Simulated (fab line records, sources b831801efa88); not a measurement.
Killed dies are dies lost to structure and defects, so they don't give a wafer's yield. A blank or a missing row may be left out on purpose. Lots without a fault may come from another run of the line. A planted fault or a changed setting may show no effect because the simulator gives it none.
Split-lot experiment | flow sfq_line | 5 lots, 27 wafers read, on a route of 325 steps

THE SPLIT
At SFQ_TRILAYER_I1_VIA_BARC_OPEN_VIA_ETCH_071 (etches BARC in O2, target depth 125 nm, time 41.7 s), the setting time_s was moved away from the recipe's 41.7 s on 12 of the 27 wafers read, by +33.9% to +55.0%. The other wafers ran this setting at the recipe's value.

The reading is taken at the split's own step.

THE READING
oes_product_au, in a.u., at SFQ_TRILAYER_I1_VIA_BARC_OPEN_VIA_ETCH_071 (etches BARC in O2, target depth 125 nm, time 41.7 s). Fault-free wafers of this fab line usually give 0.688 a.u., standard deviation 0.0045 a.u..

wafer  | tool, chamber at the split | time_s as run, s | against the recipe | oes_product_au, a.u. | against lot-mates on the recipe
L077.1 | rie_diel-04, 2             | 64.64            | +55.0%             | 0.643                | -0.045
L077.2 | rie_diel-04, 1             | 64.64            | +55.0%             | 0.637                | -0.051
L077.3 | rie_diel-04, 0             | 41.7             | recipe             | 0.683                | -
L077.4 | rie_diel-04, 3             | 41.7             | recipe             | 0.695                | -
L077.5 | rie_diel-04, 0             | 64.64            | +55.0%             | 0.644                | -0.044
L077.6 | rie_diel-04, 3             | 41.7             | recipe             | 0.687                | -
L078.1 | rie_diel-03, 0             | 41.7             | recipe             | 0.688                | -
L078.2 | rie_diel-03, 2             | 41.7             | recipe             | 0.682                | -
L078.6 | rie_diel-03, 3             | 41.7             | recipe             | 0.686                | -
L079.1 | rie_diel-02, 1             | 41.7             | recipe             | 0.697                | -
L079.2 | rie_diel-02, 3             | 55.83            | +33.9%             | 0.651                | -0.045
L079.3 | rie_diel-02, 0             | 41.7             | recipe             | 0.698                | -
L079.4 | rie_diel-02, 2             | 41.7             | recipe             | 0.692                | -
L079.5 | rie_diel-02, 1             | 55.83            | +33.9%             | 0.662                | -0.034
L079.6 | rie_diel-02, 0             | 55.83            | +33.9%             | 0.657                | -0.039
L083.1 | rie_diel-02, 1             | 56.59            | +35.7%             | 0.650                | -0.037
L083.2 | rie_diel-02, 2             | 41.7             | recipe             | 0.686                | -
L083.3 | rie_diel-02, 0             | 56.59            | +35.7%             | 0.666                | -0.021
L083.4 | rie_diel-02, 1             | 41.7             | recipe             | 0.689                | -
L083.5 | rie_diel-02, 2             | 56.59            | +35.7%             | 0.656                | -0.031
L083.6 | rie_diel-02, 0             | 41.7             | recipe             | 0.686                | -
L085.1 | rie_diel-04, 3             | 41.7             | recipe             | 0.684                | -
L085.2 | rie_diel-04, 2             | 60.27            | +44.5%             | 0.647                | -0.035
L085.3 | rie_diel-04, 0             | 60.27            | +44.5%             | 0.643                | -0.039
L085.4 | rie_diel-04, 1             | 41.7             | recipe             | 0.681                | -
L085.5 | rie_diel-04, 2             | 41.7             | recipe             | 0.681                | -
L085.6 | rie_diel-04, 1             | 60.27            | +44.5%             | 0.647                | -0.035

THE FIT
A straight line over all 27 wafers: oes_product_au changes by -0.000879 a.u. for each +1% of time_s; r = -0.97; the points scatter about the line by 0.0053 a.u..
The same after taking each lot's own level away (the mean of its wafers on the recipe; 27 wafers): -0.000876 a.u. for each +1%; r = -0.97; scatter 0.0051 a.u..
On that fit, the largest move of time_s shifts the reading by 0.048 a.u..
The lots' own levels span 0.6820 to 0.6957 a.u., that is 3.0 times the standard deviation above.
So the lot-to-lot level changes the slope little: the two slopes agree.
Check: with one of the wafers moved furthest among these (+55.0%) left out of the fit, the line predicts -0.0492 a.u. for it against its lot-mates. It came out at -0.0453 a.u. against them.
Tool readings at the split's step, against how far the setting was moved: oes_product_au r = -0.97.

OTHER SPLITS ON THESE WAFERS
These wafers also went through other splits before the reading. Each is held against what the fit with the lots' levels taken away leaves over:
other split on the same wafers                  | wafers away from the commonest value | r with oes_product_au (lot level and that fit taken away)
SFQ_TRILAYER_L0_BARC_OPEN_METAL_ETCH_010 time_s | 9                                    | +0.05
SFQ_TRILAYER_M0_ETCH_METAL_ETCH_024 time_s      | 6                                    | +0.15
SFQ_TRILAYER_M1_ETCH_METAL_ETCH_042 time_s      | 6                                    | -0.33

THE WHOLE CHAIN: every reading that the file lists as answering this split, in the file's order
step                                       | what it does                                          | reading                                                                                       | change (the file's fit)                    | r (the file's)
SFQ_TRILAYER_I1_VIA_BARC_OPEN_VIA_ETCH_071 | etches BARC in O2, target depth 125 nm, time 41.7 s   | oes_product_au                                                                                | -0.000885 a.u. for each +1% of the setting | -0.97
SFQ_TRILAYER_I1_VIA_BARC_OPEN_VIA_ETCH_071 | etches BARC in O2, target depth 125 nm, time 41.7 s   | KrF_of_TRILAYER_I1_VIA_LITHO_COAT_049.thk_nm (the simulator's own value, which no gauge read) | -0.523 nm for each +1% of the setting      | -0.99
SFQ_TRILAYER_I1_VIA_ETCH_VIA_ETCH_052      | etches SiO2 in CHF3, stops on Nb, target depth 260 nm | KrF_of_TRILAYER_I1_VIA_LITHO_COAT_049.thk_nm (the simulator's own value, which no gauge read) | -0.535 nm for each +1% of the setting      | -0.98

THE FILE'S OWN FIT
oes_product_au changes by -0.000885 a.u. for each +1% of time_s, r = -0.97.
